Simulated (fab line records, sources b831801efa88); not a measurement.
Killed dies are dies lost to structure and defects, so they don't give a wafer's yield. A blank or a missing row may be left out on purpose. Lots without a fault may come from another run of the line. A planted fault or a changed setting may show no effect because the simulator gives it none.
One fault seen from 2 desks | flow sky130 | each desk has only its own numbers; what lay behind them comes last

THE TOOL OWNER'S DESK: pvd_sputter-04
The tool's own readings at SKY_METAL4_SPUTTER_03 (material Ti, target thk 5 nm, time 3.3 s): means of the sampled wafers that have a number, for each lot that ran on this tool. A lot is out of limits, marked OUT, if its mean lies more than 4 standard deviations from the usual mean; the brackets give that distance.
Columns: A = cathode_dc_power_W at SKY_METAL4_SPUTTER_03, usual 2999.9 W; B = throttle_valve_pct at SKY_METAL4_SPUTTER_03, usual 29.6 %
lot  | first seen here | A                        | B
L219 | day 39 20:07    | 2999.6                   | 28.8
L226 | day 41 20:29    | 2999.8                   | 29.0
L239 | day 45 15:39    | 3208.4 (+99 or more) OUT | 29.4
L240 | day 46 00:55    | 3208.2 (+99 or more) OUT | 29.1
This desk's finding: out of limits on L239, L240; first on L239, day 45 15:39 (cathode_dc_power_W at SKY_METAL4_SPUTTER_03). In limits: L219, L226.

THE METROLOGY DESK
What the gauges read, lot by lot, whatever tool the lot ran on: means of the sampled wafers that have a number. A lot is out of limits, marked OUT, if its mean lies more than 4 standard deviations from the usual mean; the brackets give that distance.
Columns: A = VIA3_W_RS at SKY_VIA3_RS_MEAS_22, usual 0.293 ohm/sq; B = VIA3_W_THK at SKY_VIA3_THK_MEAS_23, usual 387 nm
lot  | first seen here | A     | B
L219 | day 39 19:35    | 0.294 | 385
L221 | day 40 12:51    | 0.290 | 390
L226 | day 41 19:53    | 0.298 | 378
L239 | day 45 15:01    | 0.288 | 391
L240 | day 46 00:22    | 0.296 | 387
L242 | day 46 04:14    | 0.293 | 391
This desk's finding: nothing out of limits on any of the 6 lots.

PUT TOGETHER
The tool owner's desk could have raised an alarm at day 45 15:39, on L239, L240.
The metrology desk saw nothing out of limits.
The metrology desk has L239, L240 on record, within its limits.
Of the lots named, all ran SKY_METAL4_SPUTTER_03 on pvd_sputter-04.

WHAT THE SIMULATOR HAD PUT IN
Process parameter drift: pvd_sputter-04, from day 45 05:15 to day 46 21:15, at SKY_METAL4_SPUTTER_03. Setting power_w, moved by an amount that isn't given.
Lots struck among those shown: L239, L240.
Hours from the fault's start to each desk's first reading out of limits: the tool owner's desk, 10.
